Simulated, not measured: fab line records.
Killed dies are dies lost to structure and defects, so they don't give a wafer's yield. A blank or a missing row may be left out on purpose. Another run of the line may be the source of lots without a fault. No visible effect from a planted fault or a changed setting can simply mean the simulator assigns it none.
Which of the tools did it? :: flow sky130 :: 72 wafers from 24 lots sampled at 6 of the route's 708 steps

WHAT THE GAUGES SHOWED, per wafer
No reading from a measuring or inspecting step in the record can be judged against a usual standard deviation.

TOOL THAT RAN EACH LOT (tool first, then ch and the chambers of the sampled wafers, then the start)
lot: L075
SKY_SD_N_STRIP_11: plasma-asher-03 ch 0,1, day 29 03:00
SKY_CONTACT_STRIP_19: plasma-asher-01 ch 0,1, day 32 19:02
SKY_METAL2_SPUTTER_01: pvd-sputter-03, day 35 03:17
SKY_METAL2_DESCUM_17: rie-metal-01 ch 0,1, day 36 04:56
SKY_METAL5_SPUTTER_01: pvd-sputter-02, day 43 18:14
SKY_PASSIVATION_CVD_00: pecvd-03 ch 0,1, day 44 17:29

lot: L074
SKY_SD_N_STRIP_11: plasma-asher-03 ch 0,1, day 29 03:17
SKY_CONTACT_STRIP_19: plasma-asher-01 ch 0,1, day 32 20:16
SKY_METAL2_SPUTTER_01: pvd-sputter-03, day 35 04:34
SKY_METAL2_DESCUM_17: rie-metal-02 ch 0, day 36 06:25
SKY_METAL5_SPUTTER_01: pvd-sputter-02, day 43 20:14
SKY_PASSIVATION_CVD_00: pecvd-02 ch 0,1, day 44 19:53

lot: L079
SKY_SD_N_STRIP_11: plasma-asher-04 ch 0,1, day 29 04:11
SKY_CONTACT_STRIP_19: plasma-asher-03 ch 0,1, day 32 20:23
SKY_METAL2_SPUTTER_01: pvd-sputter-02, day 35 04:20
SKY_METAL2_DESCUM_17: rie-metal-01 ch 0,1, day 36 05:59
SKY_METAL5_SPUTTER_01: pvd-sputter-03, day 43 20:08
SKY_PASSIVATION_CVD_00: pecvd-03 ch 1,2, day 44 19:47

lot: L077
SKY_SD_N_STRIP_11: plasma-asher-03 ch 0,1, day 29 04:31
SKY_CONTACT_STRIP_19: plasma-asher-01 ch 0,1, day 32 20:42
SKY_METAL2_SPUTTER_01: pvd-sputter-04, day 35 04:41
SKY_METAL2_DESCUM_17: rie-metal-04 ch 0,1, day 36 06:39
SKY_METAL5_SPUTTER_01: pvd-sputter-03, day 43 20:26
SKY_PASSIVATION_CVD_00: pecvd-03 ch 1,2, day 44 19:57

lot: L076
SKY_SD_N_STRIP_11: plasma-asher-01 ch 0,1, day 29 04:47
SKY_CONTACT_STRIP_19: plasma-asher-01 ch 0,1, day 32 21:01
SKY_METAL2_SPUTTER_01: pvd-sputter-04, day 35 05:49
SKY_METAL2_DESCUM_17: rie-metal-02 ch 0,1, day 36 08:14
SKY_METAL5_SPUTTER_01: pvd-sputter-04, day 43 22:32
SKY_PASSIVATION_CVD_00: pecvd-03 ch 0,2, day 44 22:02

lot: L078
SKY_SD_N_STRIP_11: plasma-asher-03 ch 0,1, day 29 05:07
SKY_CONTACT_STRIP_19: plasma-asher-03 ch 0,1, day 32 21:21
SKY_METAL2_SPUTTER_01: pvd-sputter-03, day 35 05:38
SKY_METAL2_DESCUM_17: rie-metal-01 ch 0, day 36 07:49
SKY_METAL5_SPUTTER_01: pvd-sputter-03, day 43 21:02
SKY_PASSIVATION_CVD_00: pecvd-02 ch 0,1, day 44 19:58

lot: L080
SKY_SD_N_STRIP_11: plasma-asher-01 ch 0,1, day 29 05:41
SKY_CONTACT_STRIP_19: plasma-asher-02 ch 0,1, day 32 21:22
SKY_METAL2_SPUTTER_01: pvd-sputter-02, day 35 06:28
SKY_METAL2_DESCUM_17: rie-metal-04 ch 0,1, day 36 08:35
SKY_METAL5_SPUTTER_01: pvd-sputter-03, day 43 22:40
SKY_PASSIVATION_CVD_00: pecvd-02 ch 0,1, day 44 22:14

lot: L081
SKY_SD_N_STRIP_11: plasma-asher-03 ch 0,1, day 29 11:35
SKY_CONTACT_STRIP_19: plasma-asher-03 ch 0, day 33 01:07
SKY_METAL2_SPUTTER_01: pvd-sputter-02, day 35 09:08
SKY_METAL2_DESCUM_17: rie-metal-01 ch 1, day 36 11:11
SKY_METAL5_SPUTTER_01: pvd-sputter-04, day 43 23:14
SKY_PASSIVATION_CVD_00: pecvd-03 ch 0,2, day 44 22:14

lot: L082
SKY_SD_N_STRIP_11: plasma-asher-03 ch 0,1, day 30 14:53
SKY_CONTACT_STRIP_19: plasma-asher-02 ch 0,1, day 34 04:04
SKY_METAL2_SPUTTER_01: pvd-sputter-03, day 36 12:55
SKY_METAL2_DESCUM_17: rie-metal-01 ch 0,1, day 37 15:23
SKY_METAL5_SPUTTER_01: pvd-sputter-02, day 44 23:01
SKY_PASSIVATION_CVD_00: pecvd-02 ch 0,1, day 45 23:46

lot: L083
SKY_SD_N_STRIP_11: plasma-asher-01 ch 0,1, day 30 17:47
SKY_CONTACT_STRIP_19: plasma-asher-03 ch 0,1, day 34 06:13
SKY_METAL2_SPUTTER_01: pvd-sputter-03, day 36 14:59
SKY_METAL2_DESCUM_17: rie-metal-04 ch 0,1, day 37 16:23
SKY_METAL5_SPUTTER_01: pvd-sputter-02, day 44 23:48
SKY_PASSIVATION_CVD_00: pecvd-03 ch 0,1,2, day 46 00:23

lot: L084
SKY_SD_N_STRIP_11: plasma-asher-03 ch 0,1, day 31 01:55
SKY_CONTACT_STRIP_19: plasma-asher-03 ch 0,1, day 34 13:37
SKY_METAL2_SPUTTER_01: pvd-sputter-02, day 36 21:08
SKY_METAL2_DESCUM_17: rie-metal-02 ch 0,1, day 37 21:46
SKY_METAL5_SPUTTER_01: pvd-sputter-03, day 45 02:57
SKY_PASSIVATION_CVD_00: pecvd-03 ch 0,1,2, day 46 03:48

lot: L086
SKY_SD_N_STRIP_11: plasma-asher-04 ch 0,1, day 35 20:02
SKY_CONTACT_STRIP_19: plasma-asher-02 ch 0,1, day 39 03:43
SKY_METAL2_SPUTTER_01: pvd-sputter-03, day 41 07:13
SKY_METAL2_DESCUM_17: rie-metal-01 ch 0,1, day 42 06:50
SKY_METAL5_SPUTTER_01: pvd-sputter-03, day 48 23:39
SKY_PASSIVATION_CVD_00: pecvd-04 ch 0,1,2, day 49 18:23

lot: L087
SKY_SD_N_STRIP_11: plasma-asher-03 ch 0,1, day 35 21:20
SKY_CONTACT_STRIP_19: plasma-asher-01 ch 0,1, day 39 05:52
SKY_METAL2_SPUTTER_01: pvd-sputter-04, day 41 10:16
SKY_METAL2_DESCUM_17: rie-metal-01 ch 0,1, day 42 10:50
SKY_METAL5_SPUTTER_01: pvd-sputter-03, day 49 00:16
SKY_PASSIVATION_CVD_00: pecvd-02 ch 0,1, day 49 19:29

lot: L089
SKY_SD_N_STRIP_11: plasma-asher-04 ch 0,1, day 35 21:38
SKY_CONTACT_STRIP_19: plasma-asher-03 ch 0, day 39 05:52
SKY_METAL2_SPUTTER_01: pvd-sputter-03, day 41 10:01
SKY_METAL2_DESCUM_17: rie-metal-04 ch 1, day 42 10:02
SKY_METAL5_SPUTTER_01: pvd-sputter-04, day 49 00:00
SKY_PASSIVATION_CVD_00: pecvd-03 ch 0,1,2, day 49 19:25

lot: L093
SKY_SD_N_STRIP_11: plasma-asher-01 ch 0,1, day 35 21:45
SKY_CONTACT_STRIP_19: plasma-asher-02 ch 0,1, day 39 06:37
SKY_METAL2_SPUTTER_01: pvd-sputter-03, day 41 11:29
SKY_METAL2_DESCUM_17: rie-metal-02 ch 0,1, day 42 11:29
SKY_METAL5_SPUTTER_01: pvd-sputter-02, day 49 00:51
SKY_PASSIVATION_CVD_00: pecvd-03 ch 1,2, day 49 20:05

lot: L088
SKY_SD_N_STRIP_11: plasma-asher-03 ch 0,1, day 35 22:41
SKY_CONTACT_STRIP_19: plasma-asher-01 ch 0,1, day 39 07:01
SKY_METAL2_SPUTTER_01: pvd-sputter-02, day 41 11:49
SKY_METAL2_DESCUM_17: rie-metal-04 ch 0,1, day 42 11:36
SKY_METAL5_SPUTTER_01: pvd-sputter-04, day 49 00:34
SKY_PASSIVATION_CVD_00: pecvd-02 ch 0,1,2, day 49 19:47

lot: L085
SKY_SD_N_STRIP_11: plasma-asher-03 ch 1, day 35 23:44
SKY_CONTACT_STRIP_19: plasma-asher-03 ch 0,1, day 39 07:01
SKY_METAL2_SPUTTER_01: pvd-sputter-04, day 41 12:11
SKY_METAL2_DESCUM_17: rie-metal-02 ch 0,1, day 42 12:11
SKY_METAL5_SPUTTER_01: pvd-sputter-03, day 49 00:58
SKY_PASSIVATION_CVD_00: pecvd-04 ch 0,1,2, day 49 20:23

lot: L095
SKY_SD_N_STRIP_11: plasma-asher-01 ch 0,1, day 36 00:17
SKY_CONTACT_STRIP_19: plasma-asher-01 ch 0,1, day 39 07:28
SKY_METAL2_SPUTTER_01: pvd-sputter-03, day 41 13:06
SKY_METAL2_DESCUM_17: rie-metal-01 ch 0,1, day 42 12:32
SKY_METAL5_SPUTTER_01: pvd-sputter-04, day 49 02:17
SKY_PASSIVATION_CVD_00: pecvd-02 ch 0,1,2, day 49 20:45

lot: L091
SKY_SD_N_STRIP_11: plasma-asher-01 ch 0,1, day 36 00:59
SKY_CONTACT_STRIP_19: plasma-asher-02 ch 0,1, day 39 07:42
SKY_METAL2_SPUTTER_01: pvd-sputter-04, day 41 13:29
SKY_METAL2_DESCUM_17: rie-metal-02 ch 0,1, day 42 13:57
SKY_METAL5_SPUTTER_01: pvd-sputter-02, day 49 05:24
SKY_PASSIVATION_CVD_00: pecvd-02 ch 0,1,2, day 49 22:41

lot: L090
SKY_SD_N_STRIP_11: plasma-asher-01 ch 0,1, day 36 01:50
SKY_CONTACT_STRIP_19: plasma-asher-03 ch 0,1, day 39 09:43
SKY_METAL2_SPUTTER_01: pvd-sputter-03, day 41 14:59
SKY_METAL2_DESCUM_17: rie-metal-04 ch 0,1, day 42 15:14
SKY_METAL5_SPUTTER_01: pvd-sputter-04, day 49 05:42
SKY_PASSIVATION_CVD_00: pecvd-02 ch 0,1,2, day 50 00:11

lot: L094
SKY_SD_N_STRIP_11: plasma-asher-01 ch 0,1, day 36 02:20
SKY_CONTACT_STRIP_19: plasma-asher-02 ch 0,1, day 39 09:47
SKY_METAL2_SPUTTER_01: pvd-sputter-02, day 41 15:06
SKY_METAL2_DESCUM_17: rie-metal-02 ch 0,1, day 42 15:26
SKY_METAL5_SPUTTER_01: pvd-sputter-04, day 49 07:54
SKY_PASSIVATION_CVD_00: pecvd-02 ch 1,2, day 50 01:47

lot: L096
SKY_SD_N_STRIP_11: plasma-asher-01 ch 0,1, day 36 03:14
SKY_CONTACT_STRIP_19: plasma-asher-01 ch 1, day 39 11:13
SKY_METAL2_SPUTTER_01: pvd-sputter-03, day 41 16:08
SKY_METAL2_DESCUM_17: rie-metal-04 ch 0, day 42 16:14
SKY_METAL5_SPUTTER_01: pvd-sputter-04, day 49 10:06
SKY_PASSIVATION_CVD_00: pecvd-02 ch 0,2, day 50 03:46

lot: L097
SKY_SD_N_STRIP_11: plasma-asher-03 ch 0,1, day 36 03:26
SKY_CONTACT_STRIP_19: plasma-asher-03 ch 0,1, day 39 11:34
SKY_METAL2_SPUTTER_01: pvd-sputter-04, day 41 16:45
SKY_METAL2_DESCUM_17: rie-metal-02 ch 0,1, day 42 16:56
SKY_METAL5_SPUTTER_01: pvd-sputter-03, day 49 10:21
SKY_PASSIVATION_CVD_00: pecvd-02 ch 0,1,2, day 50 04:07

lot: L092
SKY_SD_N_STRIP_11: plasma-asher-03 ch 0,1, day 36 06:37
SKY_CONTACT_STRIP_19: plasma-asher-03 ch 0,1, day 39 12:54
SKY_METAL2_SPUTTER_01: pvd-sputter-03, day 41 17:48
SKY_METAL2_DESCUM_17: rie-metal-02 ch 0,1, day 42 18:27
SKY_METAL5_SPUTTER_01: pvd-sputter-04, day 49 12:14
SKY_PASSIVATION_CVD_00: pecvd-03 ch 0,1,2, day 50 06:19
- SKY_SD_N_STRIP_11: strips in O2/N2.
- SKY_CONTACT_STRIP_19: strips in O2/N2.
- SKY_METAL2_SPUTTER_01: material TiN, target thk 20 nm, time 16.7 s.
- SKY_METAL2_DESCUM_17: chemistry O2, time 8 s.
- SKY_METAL5_SPUTTER_01: material TiN, target thk 20 nm, time 16.7 s.
- SKY_PASSIVATION_CVD_00: deposits SiO2, target thk 90 nm.

AS READ BY THE TOOLS THEMSELVES (means over the sampled wafers that have a number; for cases with no such wafer, the mark the record gives instead)
SKY_SD_N_STRIP_11. Usual: drypump-motor-current-A 5.6 A, standard deviation 0.44; oes-product-au 0.527 a.u., standard deviation 0.0046; strip-time-to-endpoint-s 22.56 s, standard deviation 0.042.
lot: L075
tool: plasma-asher-03
drypump-motor-current-A (A): 5.8
oes-product-au (a.u.): 0.526
strip-time-to-endpoint-s (s): 22.62
flag: 

lot: L074
tool: plasma-asher-03
drypump-motor-current-A (A): 5.8
oes-product-au (a.u.): 0.526
strip-time-to-endpoint-s (s): 22.53
flag: 

lot: L079
tool: plasma-asher-04
drypump-motor-current-A (A): 5.7
oes-product-au (a.u.): 0.531
strip-time-to-endpoint-s (s): 22.57
flag: 

lot: L077
tool: plasma-asher-03
drypump-motor-current-A (A): 5.6
oes-product-au (a.u.): 0.525
strip-time-to-endpoint-s (s): 22.55
flag: 

lot: L076
tool: plasma-asher-01
drypump-motor-current-A (A): 5.1
oes-product-au (a.u.): 0.528
strip-time-to-endpoint-s (s): 22.57
flag: 

lot: L078
tool: plasma-asher-03
drypump-motor-current-A (A): 5.7
oes-product-au (a.u.): 0.530
strip-time-to-endpoint-s (s): 22.54
flag: 

lot: L080
tool: plasma-asher-01
drypump-motor-current-A (A): 5.5
oes-product-au (a.u.): 0.527
strip-time-to-endpoint-s (s): 22.60
flag: 

lot: L081
tool: plasma-asher-03
drypump-motor-current-A (A): 5.6
oes-product-au (a.u.): 0.530
strip-time-to-endpoint-s (s): 22.54
flag: 

lot: L082
tool: plasma-asher-03
drypump-motor-current-A (A): 5.6
oes-product-au (a.u.): 0.525
strip-time-to-endpoint-s (s): 22.54
flag: 

lot: L083
tool: plasma-asher-01
drypump-motor-current-A (A): 5.5
oes-product-au (a.u.): 0.527
strip-time-to-endpoint-s (s): 22.52
flag: 

lot: L084
tool: plasma-asher-03
drypump-motor-current-A (A): 5.8
oes-product-au (a.u.): 0.525
strip-time-to-endpoint-s (s): 22.65
flag: 

lot: L086
tool: plasma-asher-04
drypump-motor-current-A (A): 5.7
oes-product-au (a.u.): 0.528
strip-time-to-endpoint-s (s): 22.56
flag: 

lot: L087
tool: plasma-asher-03
drypump-motor-current-A (A): 5.6
oes-product-au (a.u.): 0.528
strip-time-to-endpoint-s (s): 22.53
flag: 

lot: L089
tool: plasma-asher-04
drypump-motor-current-A (A): 5.7
oes-product-au (a.u.): 0.529
strip-time-to-endpoint-s (s): 22.53
flag: 

lot: L093
tool: plasma-asher-01
drypump-motor-current-A (A): 5.5
oes-product-au (a.u.): 0.529
strip-time-to-endpoint-s (s): 22.54
flag: 

lot: L088
tool: plasma-asher-03
drypump-motor-current-A (A): 5.6
oes-product-au (a.u.): 0.527
strip-time-to-endpoint-s (s): 22.60
flag: 

lot: L085
tool: plasma-asher-03
drypump-motor-current-A (A): 5.5
oes-product-au (a.u.): 0.521
strip-time-to-endpoint-s (s): 22.55
flag: 

lot: L095
tool: plasma-asher-01
drypump-motor-current-A (A): 5.5
oes-product-au (a.u.): 0.529
strip-time-to-endpoint-s (s): 22.52
flag: 

lot: L091
tool: plasma-asher-01
drypump-motor-current-A (A): 5.1
oes-product-au (a.u.): 0.527
strip-time-to-endpoint-s (s): 22.50
flag: 

lot: L090
tool: plasma-asher-01
drypump-motor-current-A (A): 5.1
oes-product-au (a.u.): 0.527
strip-time-to-endpoint-s (s): 22.57
flag: 

lot: L094
tool: plasma-asher-01
drypump-motor-current-A (A): 5.1
oes-product-au (a.u.): 0.527
strip-time-to-endpoint-s (s): 22.51
flag: 

lot: L096
tool: plasma-asher-01
drypump-motor-current-A (A): 5.5
oes-product-au (a.u.): 0.527
strip-time-to-endpoint-s (s): 22.54
flag: 

lot: L097
tool: plasma-asher-03
drypump-motor-current-A (A): 5.6
oes-product-au (a.u.): 0.527
strip-time-to-endpoint-s (s): 22.55
flag: 

lot: L092
tool: plasma-asher-03
drypump-motor-current-A (A): 5.6
oes-product-au (a.u.): 0.524
strip-time-to-endpoint-s (s): 22.56
flag: 

SKY_CONTACT_STRIP_19. Usual: drypump-motor-current-A 5.5 A, standard deviation 0.42; oes-product-au 0.380 a.u., standard deviation 0.0053; strip-time-to-endpoint-s 3.61 s, standard deviation 0.036.
lot: L075
tool: plasma-asher-01
drypump-motor-current-A (A): 5.5
oes-product-au (a.u.): 0.378
strip-time-to-endpoint-s (s): 3.58
flag: 

lot: L074
tool: plasma-asher-01
drypump-motor-current-A (A): 5.5
oes-product-au (a.u.): 0.381
strip-time-to-endpoint-s (s): 3.62
flag: 

lot: L079
tool: plasma-asher-03
drypump-motor-current-A (A): 5.6
oes-product-au (a.u.): 0.376
strip-time-to-endpoint-s (s): 3.63
flag: 

lot: L077
tool: plasma-asher-01
drypump-motor-current-A (A): 5.1
oes-product-au (a.u.): 0.380
strip-time-to-endpoint-s (s): 3.61
flag: 

lot: L076
tool: plasma-asher-01
drypump-motor-current-A (A): 5.1
oes-product-au (a.u.): 0.380
strip-time-to-endpoint-s (s): 3.62
flag: 

lot: L078
tool: plasma-asher-03
drypump-motor-current-A (A): 5.8
oes-product-au (a.u.): 0.381
strip-time-to-endpoint-s (s): 3.64
flag: 

lot: L080
tool: plasma-asher-02
drypump-motor-current-A (A): 5.4
oes-product-au (a.u.): 0.383
strip-time-to-endpoint-s (s): 3.55
flag: 

lot: L081
tool: plasma-asher-03
drypump-motor-current-A (A): 5.9
oes-product-au (a.u.): 0.384
strip-time-to-endpoint-s (s): 3.57
flag: 

lot: L082
tool: plasma-asher-02
drypump-motor-current-A (A): 5.4
oes-product-au (a.u.): 0.383
strip-time-to-endpoint-s (s): 3.59
flag: 

lot: L083
tool: plasma-asher-03
drypump-motor-current-A (A): 5.6
oes-product-au (a.u.): 0.380
strip-time-to-endpoint-s (s): 3.60
flag: 

lot: L084
tool: plasma-asher-03
drypump-motor-current-A (A): 5.6
oes-product-au (a.u.): 0.377
strip-time-to-endpoint-s (s): 3.60
flag: 

lot: L086
tool: plasma-asher-02
drypump-motor-current-A (A): 5.5
oes-product-au (a.u.): 0.381
strip-time-to-endpoint-s (s): 3.62
flag: 

lot: L087
tool: plasma-asher-01
drypump-motor-current-A (A): 5.5
oes-product-au (a.u.): 0.382
strip-time-to-endpoint-s (s): 3.65
flag: 

lot: L089
tool: plasma-asher-03
drypump-motor-current-A (A): 5.9
oes-product-au (a.u.): 0.382
strip-time-to-endpoint-s (s): 3.62
flag: 

lot: L093
tool: plasma-asher-02
drypump-motor-current-A (A): 5.4
oes-product-au (a.u.): 0.378
strip-time-to-endpoint-s (s): 3.62
flag: 

lot: L088
tool: plasma-asher-01
drypump-motor-current-A (A): 5.5
oes-product-au (a.u.): 0.382
strip-time-to-endpoint-s (s): 3.64
flag: 

lot: L085
tool: plasma-asher-03
drypump-motor-current-A (A): 5.8
oes-product-au (a.u.): 0.377
strip-time-to-endpoint-s (s): 3.59
flag: 

lot: L095
tool: plasma-asher-01
drypump-motor-current-A (A): 5.5
oes-product-au (a.u.): 0.382
strip-time-to-endpoint-s (s): 3.65
flag: 

lot: L091
tool: plasma-asher-02
drypump-motor-current-A (A): 5.4
oes-product-au (a.u.): 0.376
strip-time-to-endpoint-s (s): 3.55
flag: 

lot: L090
tool: plasma-asher-03
drypump-motor-current-A (A): 5.6
oes-product-au (a.u.): 0.378
strip-time-to-endpoint-s (s): 3.63
flag: 

lot: L094
tool: plasma-asher-02
drypump-motor-current-A (A): 5.4
oes-product-au (a.u.): 0.380
strip-time-to-endpoint-s (s): 3.62
flag: 

lot: L096
tool: plasma-asher-01
drypump-motor-current-A (A): 6.0
oes-product-au (a.u.): 0.384
strip-time-to-endpoint-s (s): 3.66
flag: 

lot: L097
tool: plasma-asher-03
drypump-motor-current-A (A): 5.7
oes-product-au (a.u.): 0.380
strip-time-to-endpoint-s (s): 3.59
flag: 

lot: L092
tool: plasma-asher-03
drypump-motor-current-A (A): 5.6
oes-product-au (a.u.): 0.387
strip-time-to-endpoint-s (s): 3.65
flag: 

SKY_METAL2_SPUTTER_01. Usual: throttle-valve-pct 29.8 %, standard deviation 1.2.
lot: L075
tool: pvd-sputter-03
throttle-valve-pct (%): 29.0
flag: 

lot: L074
tool: pvd-sputter-03
throttle-valve-pct (%): 30.2
flag: 

lot: L079
tool: pvd-sputter-02
throttle-valve-pct (%): 29.3
flag: 

lot: L077
tool: pvd-sputter-04
throttle-valve-pct (%): 31.0
flag: 

lot: L076
tool: pvd-sputter-04
throttle-valve-pct (%): 30.5
flag: 

lot: L078
tool: pvd-sputter-03
throttle-valve-pct (%): 28.0
flag: 

lot: L080
tool: pvd-sputter-02
throttle-valve-pct (%): 29.6
flag: 

lot: L081
tool: pvd-sputter-02
throttle-valve-pct (%): 29.6
flag: 

lot: L082
tool: pvd-sputter-03
throttle-valve-pct (%): 29.3
flag: 

lot: L083
tool: pvd-sputter-03
throttle-valve-pct (%): 28.3
flag: 

lot: L084
tool: pvd-sputter-02
throttle-valve-pct (%): 30.4
flag: 

lot: L086
tool: pvd-sputter-03
throttle-valve-pct (%): 28.8
flag: 

lot: L087
tool: pvd-sputter-04
throttle-valve-pct (%): 30.0
flag: 

lot: L089
tool: pvd-sputter-03
throttle-valve-pct (%): 30.6
flag: 

lot: L093
tool: pvd-sputter-03
throttle-valve-pct (%): 29.6
flag: 

lot: L088
tool: pvd-sputter-02
throttle-valve-pct (%): 30.9
flag: 

lot: L085
tool: pvd-sputter-04
throttle-valve-pct (%): 30.6
flag: 

lot: L095
tool: pvd-sputter-03
throttle-valve-pct (%): 28.7
flag: 

lot: L091
tool: pvd-sputter-04
throttle-valve-pct (%): 30.8
flag: 

lot: L090
tool: pvd-sputter-03
throttle-valve-pct (%): 30.5
flag: 

lot: L094
tool: pvd-sputter-02
throttle-valve-pct (%): 30.6
flag: 

lot: L096
tool: pvd-sputter-03
throttle-valve-pct (%): 29.8
flag: 

lot: L097
tool: pvd-sputter-04
throttle-valve-pct (%): 31.2
flag: 

lot: L092
tool: pvd-sputter-03
throttle-valve-pct (%): 29.6
flag: 

SKY_METAL2_DESCUM_17. Usual: drypump-motor-current-A 5.8 A, standard deviation 0.55; oes-product-au 0.996 a.u., standard deviation 0.0081.
lot: L075
tool: rie-metal-01
drypump-motor-current-A (A): 6.1
oes-product-au (a.u.): 1.006
flag: 

lot: L074
tool: rie-metal-02
drypump-motor-current-A (A): 5.7
oes-product-au (a.u.): 1.000
flag: 

lot: L079
tool: rie-metal-01
drypump-motor-current-A (A): 6.1
oes-product-au (a.u.): 0.992
flag: 

lot: L077
tool: rie-metal-04
drypump-motor-current-A (A): 5.1
oes-product-au (a.u.): 0.994
flag: 

lot: L076
tool: rie-metal-02
drypump-motor-current-A (A): 5.8
oes-product-au (a.u.): 1.000
flag: 

lot: L078
tool: rie-metal-01
drypump-motor-current-A (A): 6.3
oes-product-au (a.u.): 1.003
flag: 

lot: L080
tool: rie-metal-04
drypump-motor-current-A (A): 5.1
oes-product-au (a.u.): 0.989
flag: 

lot: L081
tool: rie-metal-01
drypump-motor-current-A (A): 5.8
oes-product-au (a.u.): 1.002
flag: 

lot: L082
tool: rie-metal-01
drypump-motor-current-A (A): 5.9
oes-product-au (a.u.): 1.000
flag: 

lot: L083
tool: rie-metal-04
drypump-motor-current-A (A): 5.7
oes-product-au (a.u.): 0.988
flag: 

lot: L084
tool: rie-metal-02
drypump-motor-current-A (A): 5.8
oes-product-au (a.u.): 0.999
flag: 

lot: L086
tool: rie-metal-01
drypump-motor-current-A (A): 6.1
oes-product-au (a.u.): 0.997
flag: 

lot: L087
tool: rie-metal-01
drypump-motor-current-A (A): 5.9
oes-product-au (a.u.): 0.992
flag: 

lot: L089
tool: rie-metal-04
drypump-motor-current-A (A): 6.2
oes-product-au (a.u.): 0.990
flag: 

lot: L093
tool: rie-metal-02
drypump-motor-current-A (A): 5.9
oes-product-au (a.u.): 0.990
flag: 

lot: L088
tool: rie-metal-04
drypump-motor-current-A (A): 5.1
oes-product-au (a.u.): 0.999
flag: 

lot: L085
tool: rie-metal-02
drypump-motor-current-A (A): 5.9
oes-product-au (a.u.): 1.002
flag: 

lot: L095
tool: rie-metal-01
drypump-motor-current-A (A): 6.1
oes-product-au (a.u.): 1.006
flag: 

lot: L091
tool: rie-metal-02
drypump-motor-current-A (A): 5.9
oes-product-au (a.u.): 0.997
flag: 

lot: L090
tool: rie-metal-04
drypump-motor-current-A (A): 5.7
oes-product-au (a.u.): 0.989
flag: 

lot: L094
tool: rie-metal-02
drypump-motor-current-A (A): 5.9
oes-product-au (a.u.): 1.002
flag: 

lot: L096
tool: rie-metal-04
drypump-motor-current-A (A): 4.6
oes-product-au (a.u.): 1.001
flag: 

lot: L097
tool: rie-metal-02
drypump-motor-current-A (A): 5.9
oes-product-au (a.u.): 0.995
flag: 

lot: L092
tool: rie-metal-02
drypump-motor-current-A (A): 6.1
oes-product-au (a.u.): 0.988
flag: 

SKY_METAL5_SPUTTER_01. Usual: throttle-valve-pct 29.9 %, standard deviation 1.1.
lot: L075
tool: pvd-sputter-02
throttle-valve-pct (%): 30.3
flag: 

lot: L074
tool: pvd-sputter-02
throttle-valve-pct (%): 30.0
flag: 

lot: L079
tool: pvd-sputter-03
throttle-valve-pct (%): 28.9
flag: 

lot: L077
tool: pvd-sputter-03
throttle-valve-pct (%): 30.4
flag: 

lot: L076
tool: pvd-sputter-04
throttle-valve-pct (%): 31.2
flag: 

lot: L078
tool: pvd-sputter-03
throttle-valve-pct (%): 29.6
flag: 

lot: L080
tool: pvd-sputter-03
throttle-valve-pct (%): 30.4
flag: 

lot: L081
tool: pvd-sputter-04
throttle-valve-pct (%): 30.1
flag: 

lot: L082
tool: pvd-sputter-02
throttle-valve-pct (%): 30.2
flag: 

lot: L083
tool: pvd-sputter-02
throttle-valve-pct (%): 29.6
flag: 

lot: L084
tool: pvd-sputter-03
throttle-valve-pct (%): 29.5
flag: 

lot: L086
tool: pvd-sputter-03
throttle-valve-pct (%): 29.1
flag: 

lot: L087
tool: pvd-sputter-03
throttle-valve-pct (%): 27.9
flag: 

lot: L089
tool: pvd-sputter-04
throttle-valve-pct (%): 31.3
flag: 

lot: L093
tool: pvd-sputter-02
throttle-valve-pct (%): 31.0
flag: 

lot: L088
tool: pvd-sputter-04
throttle-valve-pct (%): 30.5
flag: 

lot: L085
tool: pvd-sputter-03
throttle-valve-pct (%): 29.8
flag: 

lot: L095
tool: pvd-sputter-04
throttle-valve-pct (%): 30.4
flag: 

lot: L091
tool: pvd-sputter-02
throttle-valve-pct (%): 30.4
flag: 

lot: L090
tool: pvd-sputter-04
throttle-valve-pct (%): 29.9
flag: 

lot: L094
tool: pvd-sputter-04
throttle-valve-pct (%): 30.3
flag: 

lot: L096
tool: pvd-sputter-04
throttle-valve-pct (%): 30.2
flag: 

lot: L097
tool: pvd-sputter-03
throttle-valve-pct (%): 29.4
flag: 

lot: L092
tool: pvd-sputter-04
throttle-valve-pct (%): 29.6
flag: 

SKY_PASSIVATION_CVD_00. Usual: heater-power-w 681 W, standard deviation 120.
lot: L075
tool: pecvd-03
heater-power-w (W): 685
flag: 

lot: L074
tool: pecvd-02
heater-power-w (W): 722
flag: 

lot: L079
tool: pecvd-03
heater-power-w (W): 615
flag: 

lot: L077
tool: pecvd-03
heater-power-w (W): 603
flag: 

lot: L076
tool: pecvd-03
heater-power-w (W): 643
flag: 

lot: L078
tool: pecvd-02
heater-power-w (W): 630
flag: 

lot: L080
tool: pecvd-02
heater-power-w (W): 736
flag: 

lot: L081
tool: pecvd-03
heater-power-w (W): 623
flag: 

lot: L082
tool: pecvd-02
heater-power-w (W): 821
flag: 

lot: L083
tool: pecvd-03
heater-power-w (W): 579
flag: 

lot: L084
tool: pecvd-03
heater-power-w (W): 630
flag: 

lot: L086
tool: pecvd-04
heater-power-w (W): 762
flag: 

lot: L087
tool: pecvd-02
heater-power-w (W): 793
flag: 

lot: L089
tool: pecvd-03
heater-power-w (W): 625
flag: 

lot: L093
tool: pecvd-03
heater-power-w (W): 622
flag: 

lot: L088
tool: pecvd-02
heater-power-w (W): 731
flag: 

lot: L085
tool: pecvd-04
heater-power-w (W): 776
flag: 

lot: L095
tool: pecvd-02
heater-power-w (W): 748
flag: 

lot: L091
tool: pecvd-02
heater-power-w (W): 648
flag: 

lot: L090
tool: pecvd-02
heater-power-w (W): 642
flag: 

lot: L094
tool: pecvd-02
heater-power-w (W): 791
flag: 

lot: L096
tool: pecvd-02
heater-power-w (W): 646
flag: 

lot: L097
tool: pecvd-02
heater-power-w (W): 739
flag: 

lot: L092
tool: pecvd-03
heater-power-w (W): 595
flag: 

THE ANSWER, worked out from the rows above alone
Rule: a lot is off if the mean of its wafers that have a number lies more than 3 standard deviations from the usual mean. A lot without any number at a reading at which 4 lots or more have one is off too. Any other lot the step has rows for is counted as sound. First the gauges in route order, then the tools' own readings, where a lot's mean is used as printed above. At the first step where some lot is off, the reading lying furthest off is the one used; lots without a number count as furthest.
None of the lots is off at any reading shown; this tells nothing.

WHAT THE SIMULATOR PUT IN
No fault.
